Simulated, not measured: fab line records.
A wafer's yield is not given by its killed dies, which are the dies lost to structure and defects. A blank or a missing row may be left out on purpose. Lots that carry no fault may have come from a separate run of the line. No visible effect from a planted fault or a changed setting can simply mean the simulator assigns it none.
Which tool did it? -- flow gf180mcu -- 14 lots (42 wafers sampled), 1 step of a 602-step route

== WHAT EACH GAUGE READ, for each wafer ==
GF_STI_THK_MEAS_30.
lot,measured,on,STI_OXIDATION_02_THK (nm)
L819,day 2 06:11,film_metro-02,10.24 10.02 10.06
L822,day 2 23:01,film_metro-03,10.04 10.05 10.06
L823,day 3 02:38,film_metro-03,10.00 9.79 9.97
L824,day 3 08:46,film_metro-01,10.11 9.92 9.95
L825,day 3 12:58,film_metro-01,9.82 9.82 9.94
L826,day 3 18:05,film_metro-01,9.81 9.95 9.82
L827,day 3 23:20,film_metro-03,10.25 10.24 10.25
L830,day 4 15:34,film_metro-02,9.79 9.75 9.94
L833,day 5 14:22,film_metro-01,10.05 10.12 10.19
L835,day 5 21:18,film_metro-01,10.03 10.04 10.02
L838,day 6 12:06,film_metro-03,9.91 10.05 10.08
L840,day 6 17:37,film_metro-01,10.31 10.35 10.38
L841,day 6 23:35,film_metro-01,10.15 10.28 10.21
L842,day 7 05:00,film_metro-03,9.90 9.88 9.92

== WHAT TOOL EACH LOT RAN ON (gives the tool, then ch and the chambers of the sampled wafers, and finally the start) ==
The record holds no process step before these readings.

== AS READ BY THE TOOLS THEMSELVES (means over the sampled wafers that have a number; for cases with no such wafer, the mark the record gives instead) ==
The record holds no such reading with a usual standard deviation.

== THE ANSWER, worked out from the rows above alone ==
Rule: the lots themselves supply what counts as usual. The widest of any qualifying gaps counts: lots, ordered by their means at a reading, are off when they make up no more than a third of the lots, leave a main group of 4 or more, and stand apart from it by 3 or more times the standard deviation of that group's means. If all means in a main group match to the digits the tables above print for the reading, that group is not used. Also off: a lot with no number at a reading for which 4 or more lots have one. All remaining lots with rows at the step are treated as sound. First the gauges in route order, then the tools' own readings, where a lot's mean is used as printed above. The first step at which some lot is off is used, and at that step the reading that is off furthest; a lot without a number counts as furthest.
None of the lots is off at any reading shown; this tells nothing.

== WHAT THE SIMULATOR HAD PUT IN ==
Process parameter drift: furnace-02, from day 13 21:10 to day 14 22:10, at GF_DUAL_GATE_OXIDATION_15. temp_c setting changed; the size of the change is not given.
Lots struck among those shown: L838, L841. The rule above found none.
